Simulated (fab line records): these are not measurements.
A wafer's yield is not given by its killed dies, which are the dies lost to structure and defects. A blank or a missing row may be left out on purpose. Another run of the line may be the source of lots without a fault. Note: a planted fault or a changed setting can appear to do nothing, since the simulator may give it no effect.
fab line records + flow gf180mcu
[record]
- lots = 13
- wafers = 39
- last-day = 34
route steps=602 shown STI@16 NWELL@52 LVPWELL@65 VT_IMPLANT@98
lots that met no fault: from a run of the same line without faults
start-h: hours from the record's first day to the start of the lot's first wafer shown + wait-h: how many hours have passed since the lot's step before this one + " identical to the entry in the row above + L1.1+2: several wafers, shown together as one row + - value missing, or start not given + * or withheld: withheld + < > ~ a bound
route shown NAME@n: NAME is a module with steps in the file, n the number in the route of the first one + usual: mean/standard deviation taken from wafers without a fault + same: alike in all rows + chamber/n: place in a boat + sites: the reading at each site + _std_site: how widely they spread, as a standard deviation + _edge_site: inner sites' mean taken away from outer sites' mean + radius-mm: for every site, how far away it sits from the centre of the wafer + mask NAME#n: copy n + behind: the last tool/chamber to shape the wafer + hold: reason for holding the lot/hours on hold/outcome of the hold + device: whichever transistor did not switch (one of n, p or np) + end of line: the same wafers' tests at the end of the route + a step without rows: its recipe alone + killed: dies that structure and defects cost at the first sort, which is not the same as the wafer's yield + map: a wafer's dies, marking killed ones x, the rest . and places with no die _
set.NAME: the setting that was run; set.NAME@STEP: the one run at that earlier step + model.NAME: the simulator's own value behind a step, which no gauge read
route steps across a sampled set of lots; one table per step, one row per wafer
services: a tool's chamber out of use, with start hour (start-h, from the record's first day; less than 0 if before it), hours out, and reason
[[steps]]
[step GF_STI_STRIP_15]
[recipe]
- chemistry = O2/N2
- power-w = 1400
- pressure-mtorr = 1500
- platen-temp-c = 250
- o2-flow-sccm = 3000
- n2-flow-sccm = 300
- overash-fraction = 0.5
[usual]
- drypump-motor-current-A = 5.6/0.51
- heater-power-w = 334/16
- oes-product-au = 0.384/0.0043
- strip-time-to-endpoint-s = 3.73/0.046
| lot.wafer | tool            | chamber | start-h | wait-h | drypump-motor-current-A | heater-power-w | oes-product-au | rf-hours-counter-h | strip-time-to-endpoint-s |
|-----------|-----------------|---------|---------|--------|-------------------------|----------------|----------------|--------------------|--------------------------|
| L170.3    | plasma-asher-04 | 0       | 29.35   | 0.1    | 5.8                     | 320            | 0.382          | -                  | 3.75                     |
| L170.4    | "               | 1       | "       | "      | 5.8                     | 346            | 0.382          | -                  | 3.85                     |
| L170.6    | "               | 0       | "       | "      | 5.8                     | 323            | 0.393          | -                  | 3.86                     |
| L171.1    | plasma-asher-04 | 0       | 32.82   | 0.0    | 5.8                     | 329            | 0.387          | 40                 | 3.70                     |
| L171.2    | "               | 1       | "       | "      | 5.8                     | 345            | 0.392          | 40                 | 3.74                     |
| L171.3    | "               | 0       | "       | "      | 5.8                     | 326            | 0.377          | -                  | 3.70                     |
| L175.4    | plasma-asher-04 | 0       | 52.68   | 0.1    | 5.8                     | 329            | 0.380          | -                  | 3.75                     |
| L175.5    | "               | 1       | "       | "      | 5.8                     | 346            | 0.382          | -                  | 3.75                     |
| L175.6    | "               | 0       | "       | "      | 5.8                     | 311            | 0.379          | -                  | 3.70                     |
| L176.2    | plasma-asher-03 | 0       | 57.02   | 0.0    | 5.9                     | 329            | 0.376          | 25                 | 3.77                     |
| L176.4    | "               | 1       | "       | "      | 4.6                     | 347            | 0.387          | -                  | 3.65                     |
| L176.5    | "               | 0       | "       | "      | 5.9                     | 332            | 0.384          | -                  | 3.73                     |
| L177.1    | plasma-asher-01 | 1       | 61.03   | 0.0    | 5.3                     | 328            | 0.384          | 40                 | 3.70                     |
| L177.2    | "               | 0       | "       | "      | 6.2                     | 315            | 0.383          | 40                 | 3.64                     |
| L177.6    | "               | 0       | "       | "      | 6.2                     | 312            | 0.387          | -                  | 3.71                     |
| L180.1    | plasma-asher-01 | 1       | 77.13   | 0.0    | 5.3                     | 321            | 0.384          | 42                 | 3.77                     |
| L180.4    | "               | 0       | "       | "      | 6.2                     | 306            | 0.387          | -                  | 3.71                     |
| L180.5    | "               | 1       | "       | "      | 5.2                     | 325            | 0.381          | -                  | 3.72                     |
| L187.1    | plasma-asher-03 | 1       | 115.93  | 0.0    | 4.6                     | 354            | 0.383          | 32                 | 3.71                     |
| L187.3    | "               | 0       | "       | "      | 5.9                     | 338            | 0.382          | -                  | 3.78                     |
| L187.6    | "               | 0       | "       | "      | 5.9                     | 325            | 0.393          | -                  | 3.73                     |
| L188.1    | plasma-asher-04 | 0       | 120.00  | 0.0    | 5.8                     | 323            | 0.387          | 0                  | 3.67                     |
| L188.4    | "               | 0       | "       | "      | 5.8                     | 330            | 0.386          | -                  | 3.77                     |
| L188.5    | "               | 0       | "       | "      | 5.8                     | 331            | 0.384          | -                  | 3.71                     |
| L189.2    | plasma-asher-04 | 1       | 124.20  | 0.0    | 5.8                     | 348            | 0.382          | 0                  | 3.73                     |
| L189.3    | "               | 0       | "       | "      | 5.8                     | 324            | 0.387          | -                  | 3.78                     |
| L189.4    | "               | 1       | "       | "      | 5.8                     | 346            | 0.387          | -                  | 3.77                     |
| L190.1    | plasma-asher-01 | 0       | 130.27  | 0.0    | 6.2                     | 312            | 0.384          | 48                 | 3.68                     |
| L190.5    | "               | 0       | "       | "      | 6.2                     | 312            | 0.385          | -                  | 3.70                     |
| L190.6    | "               | 1       | "       | "      | 5.2                     | 328            | 0.383          | -                  | 3.71                     |
| L191.2    | plasma-asher-04 | 1       | 133.77  | 0.0    | 5.8                     | 353            | 0.373          | 2                  | 3.67                     |
| L191.4    | "               | 0       | "       | "      | 5.8                     | 324            | 0.383          | -                  | 3.67                     |
| L191.5    | "               | 1       | "       | "      | 5.8                     | 353            | 0.379          | -                  | 3.63                     |
| L192.2    | plasma-asher-03 | 0       | 138.37  | 0.0    | 5.9                     | 331            | 0.386          | 35                 | 3.76                     |
| L192.4    | "               | 1       | "       | "      | 4.6                     | 354            | 0.372          | -                  | 3.64                     |
| L192.5    | "               | 1       | "       | "      | 4.6                     | 343            | 0.374          | -                  | 3.78                     |
| L193.3    | plasma-asher-04 | 0       | 145.41  | 0.1    | 5.8                     | 317            | 0.375          | -                  | 3.72                     |
| L193.4    | "               | 1       | "       | "      | 5.8                     | 350            | 0.378          | -                  | 3.69                     |
| L193.5    | "               | 1       | "       | "      | 5.8                     | 352            | 0.386          | -                  | 3.74                     |
[step GF_NWELL_STRIP_10]
[recipe]
- chemistry = O2/N2
- power-w = 1400
- pressure-mtorr = 1500
- platen-temp-c = 250
- o2-flow-sccm = 3000
- n2-flow-sccm = 300
- overash-fraction = 0.5
[usual]
- drypump-motor-current-A = 5.8/0.6
- heater-power-w = 341/18
- oes-product-au = 0.722/0.0045
- strip-time-to-endpoint-s = 36.95/0.083
| lot.wafer | tool            | chamber | start-h | wait-h | drypump-motor-current-A | heater-power-w | oes-product-au | rf-hours-counter-h | strip-time-to-endpoint-s |
|-----------|-----------------|---------|---------|--------|-------------------------|----------------|----------------|--------------------|--------------------------|
| L170.3    | plasma-asher-03 | 1       | 59.70   | 0.2    | 4.6                     | 360            | 0.716          | -                  | 37.00                    |
| L170.4    | "               | 0       | "       | "      | 5.9                     | 326            | 0.727          | -                  | 36.92                    |
| L170.6    | "               | 0       | "       | "      | 5.9                     | 327            | 0.724          | -                  | 36.91                    |
| L171.1    | plasma-asher-03 | 0       | 65.30   | 0.1    | 5.9                     | 327            | 0.727          | 26                 | 36.91                    |
| L171.2    | "               | 1       | "       | "      | 4.6                     | 362            | 0.730          | 26                 | 36.93                    |
| L171.3    | "               | 0       | "       | "      | 5.9                     | 327            | 0.720          | -                  | 36.92                    |
| L175.4    | plasma-asher-04 | 0       | 84.71   | 0.1    | 5.8                     | 316            | 0.732          | -                  | 36.87                    |
| L175.5    | "               | 0       | "       | "      | 5.8                     | 330            | 0.726          | -                  | 36.89                    |
| L175.6    | "               | 1       | "       | "      | 5.8                     | 341            | 0.724          | -                  | 36.80                    |
| L176.2    | plasma-asher-02 | 1       | 88.25   | 0.1    | 6.6                     | 319            | 0.727          | 42                 | 37.11                    |
| L176.4    | "               | 0       | "       | "      | 5.8                     | 357            | 0.717          | -                  | 37.03                    |
| L176.5    | "               | 0       | "       | "      | 5.8                     | 356            | 0.724          | -                  | 37.05                    |
| L177.1    | plasma-asher-02 | 1       | 94.44   | 0.1    | 6.7                     | 310            | 0.718          | 43                 | 36.94                    |
| L177.2    | "               | 0       | "       | "      | 5.8                     | 359            | 0.724          | 43                 | 36.99                    |
| L177.6    | "               | 1       | "       | "      | 6.7                     | 322            | 0.717          | -                  | 36.97                    |
| L180.1    | plasma-asher-02 | 0       | 111.03  | 0.1    | 5.8                     | 363            | 0.729          | 45                 | 36.81                    |
| L180.4    | "               | 0       | "       | "      | 5.8                     | 361            | 0.726          | -                  | 36.99                    |
| L180.5    | "               | 1       | "       | "      | 6.7                     | 314            | 0.724          | -                  | 36.81                    |
| L187.1    | plasma-asher-04 | 0       | 152.19  | 0.1    | 5.8                     | 330            | 0.718          | 3                  | 37.06                    |
| L187.3    | "               | 1       | "       | "      | 5.8                     | 348            | 0.727          | -                  | 37.04                    |
| L187.6    | "               | 1       | "       | "      | 5.8                     | 358            | 0.723          | -                  | 37.04                    |
| L188.1    | plasma-asher-02 | 0       | 155.60  | 0.1    | 5.7                     | 369            | 0.722          | 49                 | 36.88                    |
| L188.4    | "               | 1       | "       | "      | 6.6                     | 322            | 0.718          | -                  | 37.00                    |
| L188.5    | "               | 0       | "       | "      | 5.8                     | 356            | 0.720          | -                  | 37.00                    |
| L189.2    | plasma-asher-03 | 0       | 160.05  | 0.1    | 5.9                     | 327            | 0.722          | 37                 | 36.83                    |
| L189.3    | "               | 1       | "       | "      | 4.6                     | 346            | 0.720          | -                  | 36.86                    |
| L189.4    | "               | 0       | "       | "      | 5.9                     | 333            | 0.714          | -                  | 36.89                    |
| L190.1    | plasma-asher-03 | 0       | 167.88  | 0.1    | 5.9                     | 333            | 0.720          | 38                 | 36.77                    |
| L190.5    | "               | 0       | "       | "      | 5.9                     | 327            | 0.720          | -                  | 36.86                    |
| L190.6    | "               | 1       | "       | "      | 4.6                     | 359            | 0.724          | -                  | 36.86                    |
| L191.2    | plasma-asher-02 | 1       | 172.05  | 0.1    | 6.7                     | 314            | 0.719          | 51                 | 36.91                    |
| L191.4    | "               | 0       | "       | "      | 5.8                     | 361            | 0.725          | -                  | 36.93                    |
| L191.5    | "               | 0       | "       | "      | 5.8                     | 372            | 0.720          | -                  | 36.95                    |
| L192.2    | plasma-asher-02 | 0       | 175.59  | 0.1    | 5.8                     | 362            | 0.728          | 51                 | 36.95                    |
| L192.4    | "               | 0       | "       | "      | 5.8                     | 370            | 0.714          | -                  | 36.96                    |
| L192.5    | "               | 0       | "       | "      | 5.8                     | 359            | 0.721          | -                  | 37.07                    |
| L193.3    | plasma-asher-04 | 0       | 181.52  | 0.1    | 5.8                     | 328            | 0.724          | -                  | 37.01                    |
| L193.4    | "               | 1       | "       | "      | 5.8                     | 353            | 0.722          | -                  | 36.88                    |
| L193.5    | "               | 0       | "       | "      | 5.8                     | 324            | 0.725          | -                  | 36.93                    |
[step GF_LVPWELL_TW_MEAS_11]
[usual]
- LVPWELL_TW = 559/6
| lot.wafer | tool          | chamber | start-h | wait-h | LVPWELL_TW |
|-----------|---------------|---------|---------|--------|------------|
| L170.3    | film-metro-01 | -       | 74.03   | 0.1    | 548        |
| L170.4    | "             | -       | "       | "      | 546        |
| L170.6    | "             | -       | "       | "      | 547        |
| L171.1    | film-metro-03 | -       | 79.05   | 0.1    | 562        |
| L171.2    | "             | -       | "       | "      | 562        |
| L171.3    | "             | -       | "       | "      | 560        |
| L175.4    | film-metro-01 | -       | 99.02   | 0.1    | 552        |
| L175.5    | "             | -       | "       | "      | 554        |
| L175.6    | "             | -       | "       | "      | 552        |
| L176.2    | film-metro-03 | -       | 102.07  | 0.1    | 561        |
| L176.4    | "             | -       | "       | "      | 562        |
| L176.5    | "             | -       | "       | "      | 560        |
| L177.1    | film-metro-02 | -       | 108.86  | 0.1    | 565        |
| L177.2    | "             | -       | "       | "      | 567        |
| L177.6    | "             | -       | "       | "      | 570        |
| L180.1    | film-metro-01 | -       | 126.40  | 0.1    | 552        |
| L180.4    | "             | -       | "       | "      | 551        |
| L180.5    | "             | -       | "       | "      | 555        |
| L187.1    | film-metro-01 | -       | 168.71  | 0.1    | 553        |
| L187.3    | "             | -       | "       | "      | 553        |
| L187.6    | "             | -       | "       | "      | 554        |
| L188.1    | film-metro-03 | -       | 172.50  | 0.1    | 562        |
| L188.4    | "             | -       | "       | "      | 561        |
| L188.5    | "             | -       | "       | "      | 560        |
| L189.2    | film-metro-03 | -       | 176.95  | 0.1    | 560        |
| L189.3    | "             | -       | "       | "      | 561        |
| L189.4    | "             | -       | "       | "      | 561        |
| L190.1    | film-metro-02 | -       | 184.44  | 0.1    | 566        |
| L190.5    | "             | -       | "       | "      | 563        |
| L190.6    | "             | -       | "       | "      | 562        |
| L191.2    | film-metro-01 | -       | 188.35  | 0.1    | 555        |
| L191.4    | "             | -       | "       | "      | 555        |
| L191.5    | "             | -       | "       | "      | 554        |
| L192.2    | film-metro-02 | -       | 191.75  | 0.1    | 564        |
| L192.4    | "             | -       | "       | "      | 562        |
| L192.5    | "             | -       | "       | "      | 561        |
| L193.3    | film-metro-02 | -       | 198.23  | 0.1    | 567        |
| L193.4    | "             | -       | "       | "      | 565        |
| L193.5    | "             | -       | "       | "      | 564        |
[step GF_VT_IMPLANT_IMPLANT_08]
[recipe]
- species = BF2
- energy-kev = 20
- dose-cm2 = 8.29e+12
- tilt-deg = 7
| lot.wafer  | tool         | chamber | start-h | wait-h |
|------------|--------------|---------|---------|--------|
| L170.3+4+6 | implanter-04 | 0       | 116.50  | 0.1    |
| L170.3+4+6 | implanter-04 | 0       | 116.82  | 0.3    |
| L171.1+2+3 | implanter-04 | 0       | 120.43  | 0.0    |
| L175.4+5+6 | implanter-04 | 0       | 141.81  | 0.1    |
| L176.2+4+5 | implanter-02 | 0       | 146.71  | 0.0    |
| L176.2+4+5 | implanter-02 | 0       | 147.02  | 0.3    |
| L177.1+2+6 | implanter-01 | 0       | 153.39  | 0.0    |
| L177.1+2+6 | implanter-01 | 0       | 153.70  | 0.3    |
| L180.1+4+5 | implanter-02 | 0       | 173.93  | 0.0    |
| L187.1+3+6 | implanter-01 | 0       | 219.09  | 0.0    |
| L188.1+4+5 | implanter-01 | 0       | 222.84  | 0.0    |
| L189.2+3+4 | implanter-01 | 0       | 227.86  | 0.0    |
| L190.1+5+6 | implanter-01 | 0       | 236.38  | 0.0    |
| L191.2+4+5 | implanter-04 | 0       | 240.85  | 0.0    |
| L192.2+4+5 | implanter-01 | 0       | 245.93  | 0.0    |
| L193.3+4+5 | implanter-01 | 0       | 252.88  | 0.1    |
[step GF_VT_IMPLANT_TW_MEAS_10]
[usual]
- VT_IMPLANT_TW = 559/4.2
| lot.wafer | tool          | chamber | start-h | wait-h | VT_IMPLANT_TW |
|-----------|---------------|---------|---------|--------|---------------|
| L170.3    | film-metro-04 | -       | 117.04  | 0.1    | 693           |
| L170.4    | "             | -       | "       | "      | 693           |
| L170.6    | "             | -       | "       | "      | 691           |
| L170.3    | film-metro-04 | -       | 117.27  | 0.2    | 696           |
| L170.4    | "             | -       | "       | "      | 694           |
| L170.6    | "             | -       | "       | "      | 693           |
| L171.1    | film-metro-03 | -       | 120.68  | 0.1    | 563           |
| L171.2    | "             | -       | "       | "      | 566           |
| L171.3    | "             | -       | "       | "      | 561           |
| L175.4    | film-metro-01 | -       | 142.01  | 0.1    | 558           |
| L175.5    | "             | -       | "       | "      | 556           |
| L175.6    | "             | -       | "       | "      | 557           |
| L176.2    | film-metro-01 | -       | 147.26  | 0.1    | 694           |
| L176.4    | "             | -       | "       | "      | 693           |
| L176.5    | "             | -       | "       | "      | 693           |
| L176.2    | film-metro-01 | -       | 147.48  | 0.2    | 694           |
| L176.4    | "             | -       | "       | "      | 690           |
| L176.5    | "             | -       | "       | "      | 696           |
| L177.1    | film-metro-03 | -       | 153.95  | 0.1    | 707           |
| L177.2    | "             | -       | "       | "      | 704           |
| L177.6    | "             | -       | "       | "      | 701           |
| L177.1    | film-metro-03 | -       | 154.18  | 0.2    | 703           |
| L177.2    | "             | -       | "       | "      | 706           |
| L177.6    | "             | -       | "       | "      | 702           |
| L180.1    | film-metro-03 | -       | 174.18  | 0.1    | 563           |
| L180.4    | "             | -       | "       | "      | 561           |
| L180.5    | "             | -       | "       | "      | 563           |
| L187.1    | film-metro-04 | -       | 219.34  | 0.1    | 559           |
| L187.3    | "             | -       | "       | "      | 560           |
| L187.6    | "             | -       | "       | "      | 562           |
| L188.1    | film-metro-01 | -       | 223.09  | 0.1    | 556           |
| L188.4    | "             | -       | "       | "      | 557           |
| L188.5    | "             | -       | "       | "      | 552           |
| L189.2    | film-metro-04 | -       | 228.10  | 0.1    | 561           |
| L189.3    | "             | -       | "       | "      | 560           |
| L189.4    | "             | -       | "       | "      | 558           |
| L190.1    | film-metro-01 | -       | 236.63  | 0.1    | 553           |
| L190.5    | "             | -       | "       | "      | 556           |
| L190.6    | "             | -       | "       | "      | 557           |
| L191.2    | film-metro-04 | -       | 241.09  | 0.1    | 556           |
| L191.4    | "             | -       | "       | "      | 553           |
| L191.5    | "             | -       | "       | "      | 554           |
| L192.2    | film-metro-01 | -       | 246.16  | 0.1    | 552           |
| L192.4    | "             | -       | "       | "      | 554           |
| L192.5    | "             | -       | "       | "      | 551           |
| L193.3    | film-metro-01 | -       | 253.10  | 0.1    | 557           |
| L193.4    | "             | -       | "       | "      | 552           |
| L193.5    | "             | -       | "       | "      | 554           |
[[services]]
| tool            | chamber | start-h | hours | kind       |
|-----------------|---------|---------|-------|------------|
| implanter-02    | -       | 11.52   | 1.5   | repair     |
| implanter-04    | -       | 21.24   | 0.9   | repair     |
| plasma-asher-03 | -       | 23.92   | 4.4   | repair     |
| implanter-04    | -       | 40.96   | 5.1   | pm         |
| implanter-02    | -       | 53.56   | 1.8   | repair     |
| plasma-asher-02 | -       | 56.26   | 7.0   | repair     |
| plasma-asher-04 | -       | 57.37   | 21.1  | repair     |
| implanter-04    | -       | 58.51   | 0.7   | repair     |
| implanter-02    | -       | 84.57   | 3.9   | repair     |
| plasma-asher-04 | -       | 95.53   | 1.1   | repair     |
| plasma-asher-04 | -       | 108.75  | 9.0   | pm         |
| plasma-asher-04 | 0       | 108.75  | 9.0   | vent-cycle |
| plasma-asher-04 | 1       | 108.75  | 9.0   | vent-cycle |
| plasma-asher-04 | 0       | 117.75  | -     | clean      |
| implanter-04    | -       | 121.73  | 2.9   | repair     |
| implanter-04    | -       | 150.67  | 1.1   | repair     |
| implanter-02    | -       | 152.15  | 1.8   | repair     |
| implanter-01    | -       | 154.90  | 6.6   | repair     |
| plasma-asher-01 | -       | 159.33  | 14.6  | pm         |
| plasma-asher-02 | -       | 163.48  | 1.8   | repair     |
| plasma-asher-02 | -       | 176.73  | 6.2   | repair     |
| plasma-asher-04 | -       | 192.44  | 1.2   | repair     |
| plasma-asher-01 | -       | 218.31  | 0.5   | repair     |
| plasma-asher-03 | -       | 246.48  | 1.4   | repair     |
[[key]]
[first-sign]
- step = GF_VT_IMPLANT_IMPLANT_08
- reading = visit
- direction = added
[effect]
- step = GF_VT_IMPLANT_TW_MEAS_10
- reading = visit
- direction = added
[effect]
- step = GF_VT_IMPLANT_TW_MEAS_10
- reading = VT_IMPLANT_TW
- direction = up
- sigmas = 33
- usual = 559
- struck = 697
met-at GF_VT_IMPLANT_IMPLANT_08
struck-lots L170,L176,L177
tester-left-out L170,L176,L177
not-acting-at GF_STI_STRIP_15,GF_NWELL_STRIP_10,GF_LVPWELL_TW_MEAS_11
[fault]
- kind = repeated-step-whole
- tool = implanter-01,implanter-02,implanter-04
- chamber = -
- onset-h = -
- steps = GF_VT_IMPLANT_IMPLANT_08
- times = 1
- scope = struck-lots-only
// tester-left-out: of these lots the tester's yield and bins aren't shown, on N5 and GAA mostly nor the transistor test; their killed dies are dies lost to structure and defects alone, not to doping, threshold or leakage, so they don't give the yield
